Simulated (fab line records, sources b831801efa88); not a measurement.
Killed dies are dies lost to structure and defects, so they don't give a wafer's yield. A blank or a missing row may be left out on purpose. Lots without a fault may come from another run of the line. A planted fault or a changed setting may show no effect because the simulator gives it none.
A struck lot beside a sound one | flow sky130 | 43 steps out of a route of 708
Sound: wafers L752.2, L752.4, L752.6. Struck: wafers L765.1, L765.4, L765.6. The cause comes at the end.
At each step with rows: each side's tool, then ch and its chambers, then its first start. Under that, the readings that differ: sound wafers | struck wafers | difference of the means | sigmas: that difference in standard deviations of wafers without a fault.
alike: readings whose means differ by less than 2 such deviations, and words and numbers that are the same on both sides. not compared: withheld readings, readings that some wafer has no value for, bounds like >300 that may hide the same value, and numbers for which the record gives no deviation and whose values overlap.
The two part at a step that has a row with sigmas, a row that says differs or no value, or rows on one side only. Numbers that don't overlap but have no deviation are shown without sigmas and don't part them. A reading that every wafer of one side lacks parts them only if that side has two wafers or more.

SKY_FIELD_ISO_ETCH_14: etches BARC in N2/H2, stops on SiO2, time 45.9 s, target depth 60 nm.
  sound on rie_diel-03 ch 0,1, day 2 08:35; struck on rie_diel-02 ch 1,3, day 5 03:11
  alike: drypump_motor_current_A, h2_flow_sccm, oes_product_au, throttle_valve_pct
  not compared: rf_hours_counter_h
then, 1 step without rows for these wafers: SKY_FIELD_ISO_ETCH_15 (etches the open film in CHF3/O2, stops on Si, target depth 180 nm, time 72 s).
SKY_FIELD_ISO_STRIP_16: strips in O2/N2.
  sound on plasma_asher-01 ch 0,1, day 2 08:41; struck on plasma_asher-04 ch 0,1, day 5 03:20
  alike: drypump_motor_current_A, oes_product_au, strip_time_to_endpoint_s
  not compared: rf_hours_counter_h
SKY_FIELD_ISO_ETCH_17: etches Si in HBr/Cl2/O2, target depth 342 nm, time 97.7 s.
  sound on rie_si-02 ch 0,1,2, day 2 08:47; struck on rie_si-02 ch 1,3, day 5 03:26
  alike: O2_flow_sccm, drypump_motor_current_A, oes_product_au, throttle_valve_pct
  not compared: rf_hours_counter_h
then, 5 steps without rows for these wafers: SKY_FIELD_ISO_WET_ETCH_18 (etches Si3N4 in H3PO4, target depth 25 nm, time 286 s); SKY_FIELD_ISO_CLEAN_19 (cleans in SC1/SC2, time 150 s); SKY_FIELD_ISO_CLEAN_20 (cleans in dHF, time 20 s); SKY_FIELD_ISO_WET_ETCH_21 (etches SiO2 in dHF, target depth 20 nm, time 400 s); SKY_FIELD_ISO_OXIDATION_22 (stabilise 600 s, purge 300 s, target thk 10 nm).
SKY_FIELD_ISO_THK_MEAS_23:
  sound on film_metro-04, day 2 11:13; struck on film_metro-02, day 5 05:59
  alike: FIELD_ISO_OXIDATION_01_THK
then, 1 step without rows for these wafers: SKY_FIELD_ISO_CVD_24 (deposits SiO2, target thk 595 nm, time 99.2 s).
SKY_FIELD_ISO_THK_MEAS_25:
  sound on film_metro-03, day 2 11:21; struck on film_metro-03, day 5 06:07
  alike: FIELD_ISO_CVD_24_THK
SKY_FIELD_ISO_ANNEAL_26: time 1800 s.
  sound on furnace-01 ch 0, day 2 12:38; struck on furnace-02 ch 0, day 5 06:56
  alike: spike_tc_centre_C, zone_power_top_pct, zone_power_upper_pct
SKY_FIELD_ISO_CMP_27: polishes, stops on Si3N4, t overpolish 16 s, target thk 457.8 nm.
  sound on cmp-01 ch 1,3, day 2 14:11; struck on cmp-01 ch 0,1,2, day 5 08:32
  alike: motor_current_A, overpolish_run_s, time_to_endpoint_s
then, 5 steps without rows for these wafers: SKY_FIELD_ISO_WET_ETCH_28 (etches SiO2 in dHF, target depth 23.7 nm, time 47 s); SKY_FIELD_ISO_WET_ETCH_29 (etches Si3N4 in H3PO4, target depth 160 nm, time 1825 s); SKY_FIELD_ISO_WET_ETCH_30 (etches SiO2 in dHF, target depth 25 nm, time 50 s); SKY_NWELL_CLEAN_00 (cleans in SC1/SC2, time 150 s); SKY_NWELL_OXIDATION_01 (stabilise 600 s, purge 300 s, target thk 10 nm).
SKY_NWELL_THK_MEAS_02:
  sound on film_metro-01, day 2 16:26; struck on film_metro-02, day 5 10:48
  alike: NWELL_OXIDATION_THK
then, 9 steps without rows for these wafers: SKY_DNWELL_DEHYDRATE_00 (time 60 s); SKY_DNWELL_HMDS_01 (prime time 60 s); SKY_DNWELL_COAT_02 (resist thk 3000 nm); SKY_DNWELL_SOFTBAKE_03; SKY_DNWELL_EXPOSE_04 (exposes mask DNM, target cd 3000 nm); SKY_DNWELL_PEB_05; SKY_DNWELL_DEVELOP_06 (develop time 60 s); SKY_DNWELL_IMPLANT_07; SKY_DNWELL_STRIP_08 (strips in O2/N2).
SKY_DNWELL_TW_MEAS_09:
  sound on film_metro-02, day 3 07:52; struck on film_metro-04, day 6 05:04
  reading   | sound          | struck         | difference | sigmas
  DNWELL_TW | 1112 1113 1106 | 1131 1135 1133 | +23        | +3
then, 7 steps without rows for these wafers: SKY_PWDE_DEHYDRATE_00 (time 60 s); SKY_PWDE_HMDS_01 (prime time 60 s); SKY_PWDE_COAT_02 (resist thk 3000 nm); SKY_PWDE_SOFTBAKE_03; SKY_PWDE_EXPOSE_04 (exposes mask PWDEM, target cd 840 nm); SKY_PWDE_PEB_05; SKY_PWDE_DEVELOP_06 (develop time 60 s).
SKY_PWDE_OVL_MEAS_07:
  sound on overlay-01, day 3 23:19; struck on overlay-02, day 6 23:41
  alike: PWDE_OVL
then, 1 step without rows for these wafers: SKY_PWDE_IMPLANT_08.
SKY_PWDE_STRIP_09: strips in O2/N2.
  sound on plasma_asher-01 ch 0,1, day 3 23:30; struck on plasma_asher-01 ch 0, day 6 23:53
  alike: drypump_motor_current_A, oes_product_au, strip_time_to_endpoint_s
  not compared: rf_hours_counter_h
SKY_PWDE_TW_MEAS_10:
  sound on film_metro-04, day 3 23:37; struck on film_metro-02, day 6 23:59
  reading | sound             | struck            | difference | sigmas
  PWDE_TW | 377.4 376.6 376.4 | 374.8 370.4 371.5 | -4.6       | -2
then, 1 step without rows for these wafers: SKY_NWELL_DEHYDRATE_03 (time 60 s).
-- the record jumps here: 42 days lie between the struck wafers' starts before and after (it left off in module NWELL and takes up again in module PAD_OPEN, whose first step shown is number 708 of the route) --
SKY_PAD_OPEN_PROBE_99:
  sound on prober-02, day 45 17:15; struck on prober-02, day 48 19:46
  reading                                         | sound                | struck               | difference | sigmas
  model.etest.diode_nwell_sub.leak_log10_a_cm2    | -7.45 -7.357 -7.121  | -6.864 -6.877 -7.007 | +0.393     |
  model.etest.diode_dnwell_sub.leak_log10_a_cm2   | -7.399 -7.33 -7.336  | -7.255 -7.065 -7.295 | +0.150     |
  model.etest.diode_pwell_dnwell.leak_log10_a_cm2 | -7.578 -7.712 -7.551 | -7.284 -7.356 -7.146 | +0.352     |
  alike: killed_at_M0_to_M3, killed_at_M4_up, killed_at_contacts, killed_at_front_end, killed_at_other, killed_dies, killed_open, killed_short

WHERE THEY PART
First at SKY_DNWELL_TW_MEAS_09; last, within this record, at SKY_PWDE_TW_MEAS_10. Later steps at which nothing parts them and some readings are alike: SKY_PAD_OPEN_PROBE_99.

WHY: what the simulator had put in
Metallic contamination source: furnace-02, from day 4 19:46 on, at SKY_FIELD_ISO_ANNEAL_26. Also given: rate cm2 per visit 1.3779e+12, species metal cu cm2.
